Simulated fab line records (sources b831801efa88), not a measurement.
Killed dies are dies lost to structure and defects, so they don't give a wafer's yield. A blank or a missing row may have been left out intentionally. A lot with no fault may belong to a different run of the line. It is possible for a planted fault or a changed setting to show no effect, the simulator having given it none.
A struck lot beside a sound one | flow sky130 | 15 out of 708 route steps
Sound: the wafers L239.2, L239.5, L239.6. Wafers L256.1, L256.3, L256.6 were the ones struck. The cause is given at the end.
At each step with rows: each side's tool, then ch and its chambers, then its first start. Under that, the readings that differ: sound wafers | struck wafers | difference of the means | sigmas: that difference in standard deviations of wafers without a fault.
alike: words and numbers the same on both sides, and readings whose means are apart by under 2 such deviations; not compared: readings that were withheld, readings missing a value for some wafer, numbers with overlapping values and no deviation given by the record, and bounds like >300 which may hide the same value.
Wherever a step has rows on one side only, a row that says differs or no value, or a row with sigmas, the two part there. When numbers do not overlap yet have no deviation, they are printed without sigmas and do not part them. A reading that every wafer of one side lacks parts them only if that side has two wafers or more.

SKY_VIA3_OVL_MEAS_13:
  sound on overlay-02 at day 39 16:37; struck on overlay-02 at day 44 08:55
reading       | sound     | struck | difference | sigmas
VIA3_OVL (nm) | -8 -6 -13 | 3 -1 4 | +11        | +2
then, 1 step without rows for these wafers: SKY_VIA3_ETCH_14 (etches BARC in N2/H2, stops on SiO2, time 45.9 s, target depth 60 nm).
SKY_VIA3_ETCH_15: etches SiO2 in C4F8/O2/Ar, stops on TiN, target depth 507 nm, time 78 s.
  sound on rieDiel-04 ch 0,1,3, day 39 16:41; struck on rieDiel-02 ch 2,3, day 44 08:59
  alike: oesProductAu, rfFwdPowerW
  not compared: rfHoursCounterH
SKY_VIA3_STRIP_16: strips in O2/N2.
  sound on plasmaAsher-03 ch 0,1, day 39 16:45; struck on plasmaAsher-04 ch 0,1, day 44 09:03
reading                  | sound       | struck      | difference | sigmas
drypumpMotorCurrentA (A) | 5.3 5.3 5.5 | 5.8 6.2 6.2 | +0.7       | +2
  alike: oesProductAu, stripTimeToEndpointS
  not compared: rfHoursCounterH
then, 3 steps without rows for these wafers: SKY_VIA3_STRIP_17 (strips in post etch residue remover, time 1200 s); SKY_VIA3_CLEAN_18 (cleans in IPA, time 180 s); SKY_VIA3_CLEAN_19 (cleans in O3/DIW).
SKY_VIA3_SPUTTER_20: material TiN, target thk 20 nm, time 80 s.
  sound on pvdSputter-02 at day 39 17:20; struck on pvdSputter-03 at day 44 09:38
  alike: chamberPressurePa, throttleValvePct
SKY_VIA3_CVD_21: deposits W, target thk 390 nm, time 117.31 s.
  sound on cvdW-02 ch 0,1, day 39 17:24; struck on cvdW-01 ch 0,1, day 44 09:42
  alike: heaterPowerW
SKY_VIA3_RS_MEAS_22: a four-point-probe measurement.
  sound on filmMetro-03 at day 39 17:32; struck on filmMetro-04 at day 44 09:49
  alike: VIA3_W_RS
SKY_VIA3_THK_MEAS_23: measures by xrf.
  sound on filmMetro-03 at day 39 17:39; struck on filmMetro-04 at day 44 09:56
  alike: VIA3_W_THK
SKY_VIA3_CMP_24: polishes, stops on SiO2, t overpolish 20 s, target thk 0 nm.
  sound on cmp-01 ch 0,1, day 39 17:42; struck on cmp-02 ch 0,3, day 44 10:00
  alike: motorCurrentA, overpolishRunS, timeToEndpointS
SKY_METAL4_SPUTTER_00: material Ti, target thk 15 nm, time 10 s.
  sound on pvdSputter-04 at day 39 18:00; struck on pvdSputter-04 at day 44 10:18
reading                                  | sound             | struck            | difference | sigmas
model.Ti_of_METAL4_SPUTTER_00.thkNm (nm) | 15.34 15.32 15.39 | 28.96 28.85 28.81 | +13.52     | 
  alike: chamberPressurePa, throttleValvePct
then, 1 step without rows for these wafers: SKY_METAL4_SPUTTER_01 (material TiN, target thk 20 nm, time 16.7 s).
-- the record jumps here: 5 days lie between the struck wafers' starts before and after (it left off in module METAL4 and takes up again in module PAD_OPEN, whose first step shown is number 708 of the route) --
SKY_PAD_OPEN_PROBE_99:
  sound on prober-02 at day 45 21:04; struck on prober-01 at day 49 19:24
  alike: defectLimitedYield, killed_at_M0_to_M3, killed_at_M4_up, killedAtContacts, killedAtFrontEnd, killedAtOther, killedDies, killedOpen, killedShort

== WHERE THEY PART ==
At SKY_VIA3_OVL_MEAS_13 first; at SKY_VIA3_STRIP_16 last (within this record only). Later steps at which nothing parts them and some readings are alike: SKY_VIA3_SPUTTER_20, SKY_VIA3_CVD_21, SKY_VIA3_RS_MEAS_22, SKY_VIA3_THK_MEAS_23, SKY_VIA3_CMP_24, SKY_METAL4_SPUTTER_00, SKY_PAD_OPEN_PROBE_99.

WHY: what had been put in by the simulator
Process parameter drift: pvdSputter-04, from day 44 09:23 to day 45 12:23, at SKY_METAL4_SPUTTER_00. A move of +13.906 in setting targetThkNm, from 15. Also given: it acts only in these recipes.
